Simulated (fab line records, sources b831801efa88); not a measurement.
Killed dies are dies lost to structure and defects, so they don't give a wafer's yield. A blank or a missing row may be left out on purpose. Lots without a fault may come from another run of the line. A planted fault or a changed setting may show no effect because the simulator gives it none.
A struck lot beside a sound one | flow gf180mcu | 14 steps out of a route of 602
Sound: wafers L781.3, L781.4, L781.5. Struck: wafers L776.2, L776.3, L776.6. The cause comes at the end.
At each step with rows: each side's tool, then ch and its chambers, then its first start. Under that, the readings that differ: sound wafers | struck wafers | difference of the means | sigmas: that difference in standard deviations of wafers without a fault.
alike: readings whose means differ by less than 2 such deviations, and words and numbers that are the same on both sides. not compared: withheld readings, readings that some wafer has no value for, bounds like >300 that may hide the same value, and numbers for which the record gives no deviation and whose values overlap.
The two part at a step that has a row with sigmas, a row that says differs or no value, or rows on one side only. Numbers that don't overlap but have no deviation are shown without sigmas and don't part them. A reading that every wafer of one side lacks parts them only if that side has two wafers or more.

first, 8 steps without rows for these wafers: GF_V4_DEHYDRATE_06 (time 60 s); GF_V4_HMDS_07 (prime time 60 s); GF_V4_COAT_08; GF_V4_COAT_09 (resist thk 1000 nm); GF_V4_SOFTBAKE_10 (time 60 s); GF_V4_EXPOSE_11 (exposes mask Via4, target cd 260 nm); GF_V4_PEB_12 (peb time 90 s); GF_V4_DEVELOP_13 (develop time 60 s).
GF_V4_CD_MEAS_14: target cd 260 nm.
  sound on cd_sem-02, day 31 02:24; struck on cd_sem-01, day 29 22:20
  alike: cd_nm
GF_V4_OVL_MEAS_15:
  sound on overlay-02, day 31 02:30; struck on overlay-01, day 29 22:26
  reading     | sound       | struck | difference | sigmas
  V4_OVL (nm) | -11 -11 -10 | 3 1 -5 | +10        | +2
GF_V4_ETCH_16: etches BARC in N2/H2.
  sound on rie_diel-01 ch 0,1,3, day 31 02:31; struck on rie_diel-04 ch 0,1,3, day 29 22:28
  alike: drypump_motor_current_A, oes_product_au, throttle_valve_pct
GF_V4_ETCH_17: etches SiO2 in C4F8/O2/Ar, stops on TiN, target depth 630 nm.
  sound on rie_diel-01 ch 0,1,3; struck on rie_diel-04 ch 0,1,3
  alike: oes_product_au
GF_V4_STRIP_18: strips in O2/N2.
  sound on plasma_asher-03 ch 0,1, day 31 02:41; struck on plasma_asher-04 ch 0,1, day 29 22:36
  no value came back on the struck wafers for any of 5 readings (chamber_pressure_mTorr (mTorr), drypump_motor_current_A (A) and others); on the sound wafers chamber_pressure_mTorr (mTorr) reads 1501.8 1499.3 1499.7
  not compared: rf_hours_counter_h
then, 1 step without rows for these wafers: GF_V4_STRIP_19 (strips in post etch residue remover, time 1200 s).

WHERE THEY PART
First at GF_V4_OVL_MEAS_15; last, within this record, at GF_V4_STRIP_18.

WHY: what the simulator had put in
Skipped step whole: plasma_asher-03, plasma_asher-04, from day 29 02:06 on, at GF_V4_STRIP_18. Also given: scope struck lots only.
